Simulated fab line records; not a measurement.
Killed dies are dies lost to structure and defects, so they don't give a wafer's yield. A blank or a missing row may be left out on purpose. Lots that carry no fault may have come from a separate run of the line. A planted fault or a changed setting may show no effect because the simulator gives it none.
What tool caused it? | flow sky130 | 11 lots, 33 wafers sampled, at 2 steps of a route of 708

== WHAT THE GAUGES SHOWED, per wafer ==
SKY_METAL1_RS_MEAS_05: measures by four-point-probe.
lot  | measured     | on            | METAL1_ALCU_RS (ohm/sq)
L507 | day 31 18:46 | film metro-04 | 0.1265 0.1282 0.1276
L508 | day 32 04:22 | film metro-01 | 0.1264 0.1242 0.1262
L509 | day 32 23:15 | film metro-04 | 0.1283 0.1277 0.1288
L512 | day 33 12:38 | film metro-02 | 0.1281 0.1272 0.1277
L514 | day 34 12:20 | film metro-04 | 0.1261 0.1264 0.1269
L516 | day 34 22:14 | film metro-01 | 0.1273 0.1278 0.1292
L517 | day 35 02:46 | film metro-02 | 0.1274 0.1284 0.1281
L518 | day 35 06:33 | film metro-04 | 0.1274 0.1266 0.1267
L526 | day 38 00:13 | film metro-02 | 0.1285 0.1277 0.1269
L528 | day 38 07:12 | film metro-04 | 0.1284 0.1286 0.1271
L529 | day 38 17:30 | film metro-02 | 0.1290 0.1269 0.1272

== WHICH TOOL RAN EACH LOT (tool, then ch and the chambers of the sampled wafers, then the start) ==
lot  | SKY_METAL1_SPUTTER_01
L507 | pvd sputter-02, day 31 18:38
L508 | pvd sputter-04, day 32 04:11
L509 | pvd sputter-03, day 32 23:02
L512 | pvd sputter-03, day 33 12:29
L514 | pvd sputter-03, day 34 12:13
L516 | pvd sputter-04, day 34 22:07
L517 | pvd sputter-02, day 35 02:37
L518 | pvd sputter-03, day 35 06:26
L526 | pvd sputter-03, day 38 00:06
L528 | pvd sputter-04, day 38 07:05
L529 | pvd sputter-02, day 38 17:23
- SKY_METAL1_SPUTTER_01: material TiN, target thk 20 nm, time 16.7 s.

== THE ANSWER, worked out from the rows above alone ==
Rule: what is usual is taken from the lots themselves. Put in order of their means at a reading, lots are off if they are a third of the lots or fewer, leave a main group of 4 or more, and stand apart from it by a gap of 3 or more times the standard deviation of the main group's means; of several such gaps the widest counts. A main group is skipped when, at the precision printed for the reading in the tables above, its means are all equal. A lot without any number at a reading at which 4 lots or more have one is off too. Any other lot the step has rows for is counted as sound.
None of the lots is off at any reading shown; this tells nothing.

== WHAT THE SIMULATOR PUT IN ==
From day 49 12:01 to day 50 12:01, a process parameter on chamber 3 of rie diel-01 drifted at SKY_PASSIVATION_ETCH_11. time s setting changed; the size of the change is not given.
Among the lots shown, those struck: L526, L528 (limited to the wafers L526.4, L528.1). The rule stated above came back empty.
